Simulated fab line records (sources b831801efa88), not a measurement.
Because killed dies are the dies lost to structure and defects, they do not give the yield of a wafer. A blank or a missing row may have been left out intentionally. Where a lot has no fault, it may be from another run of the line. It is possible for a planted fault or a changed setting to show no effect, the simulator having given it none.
A single fault, viewed from 2 desks :: flow sky130 :: numbers are kept per desk, each desk with only its own; the story behind them comes last

## AT THE METROLOGY DESK
What the gauges read, lot by lot, whatever tool the lot ran on: means of the sampled wafers that have a number. If a lot's mean is further than 4 standard deviations from the usual mean, the lot is out of limits and carries the mark OUT (the distance appears in the brackets).
Columns: A = LDD_HVN_TW at SKY_LDD_HVN_TW_MEAS_10, usual 1430; B = LDD_HVP_TW at SKY_LDD_HVP_TW_MEAS_10, usual 450; C = LDD_LDN_TW at SKY_LDD_LDN_TW_MEAS_13, usual 1472; D = SPACER_CVD_00_THK at SKY_SPACER_THK_MEAS_01, usual 43.4 nm
lot: L208
first seen here: day 20 01:09
A: 1437
B: 451
C: 1484
D: 42.7

lot: L210
first seen here: day 20 18:51
A: 1438
B: 447
C: 1467
D: 43.4

lot: L212
first seen here: day 22 01:11
A: 1409
B: 452
C: 1463
D: 43.3

lot: L214
first seen here: day 22 14:45
A: 1414
B: 454
C: 1450
D: 43.1

lot: L215
first seen here: day 22 22:37
A: 1425
B: 450
C: 1485
D: 44.4

lot: L220
first seen here: day 24 21:15
A: 1530 (+8.3) OUT
B: 453
C: 1472
D: 43.7

lot: L223
first seen here: day 25 12:25
A: 1505 (+6.2) OUT
B: 449
C: 1484
D: 42.9

lot: L225
first seen here: day 26 05:42
A: 1449
B: 453
C: 1464
D: 43.3

lot: L226
first seen here: day 26 21:01
A: 1424
B: 450
C: 1489
D: 42.9

lot: L227
first seen here: day 27 21:12
A: 1424
B: 457
C: 1462
D: 43.2

lot: L230
first seen here: day 28 06:30
A: 1442
B: 447
C: 1463
D: 42.9

lot: L229
first seen here: day 28 08:40
A: 1437
B: 448
C: 1470
D: 43.1

lot: L228
first seen here: day 28 08:41
A: 1444
B: 447
C: 1478
D: 43.4

lot: L231
first seen here: day 28 13:45
A: 1435
B: 446
C: 1462
D: 43.4
Per this desk, out of limits: L220, L223; the first was L220, day 24 21:15 (LDD_HVN_TW at SKY_LDD_HVN_TW_MEAS_10). L208, L210, L212, L214, L215, L225, L226, L227, L230, L229, L228, L231 stayed within limits.

## THE TOOL OWNER'S DESK: implanter-01
The tool's own readings at SKY_LDD_HVN_IMPLANT_08: means of the sampled wafers that have a number, for each lot that ran on this tool. If a lot's mean is further than 4 standard deviations from the usual mean, the lot is out of limits and carries the mark OUT (the distance appears in the brackets).
Columns: A = beamEnergyKeV at SKY_LDD_HVN_IMPLANT_08, usual 60.001
lot: L208
first seen here: day 20 00:55
A: 59.990

lot: L212
first seen here: day 22 00:56
A: 60.005

lot: L214
first seen here: day 22 14:31
A: 60.009

lot: L220
first seen here: day 24 21:00
A: 77.279 (+99 or more) OUT

lot: L223
first seen here: day 25 12:10
A: 77.274 (+99 or more) OUT

lot: L229
first seen here: day 28 08:26
A: 59.996
This desk finds L220, L223 out of limits, L220 being first, at day 24 21:00 (beamEnergyKeV at SKY_LDD_HVN_IMPLANT_08). L208, L212, L214, L229 stayed within limits.

## PUT TOGETHER
The tool owner's desk had the chance to raise an alarm at day 24 21:00 on L220, L223.
On L220, L223, the metrology desk was in a position to raise an alarm at day 24 21:15.
SKY_LDD_HVN_IMPLANT_08 was run on implanter-01 by each of the lots named.

## WHAT THE SIMULATOR HAD INSERTED
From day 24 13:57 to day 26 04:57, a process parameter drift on implanter-01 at SKY_LDD_HVN_IMPLANT_08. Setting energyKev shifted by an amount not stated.
Struck lots among those shown: L220, L223.
Hours from the fault's start to each desk's first reading out of limits: the tool owner's desk, 7; the metrology desk, 7.
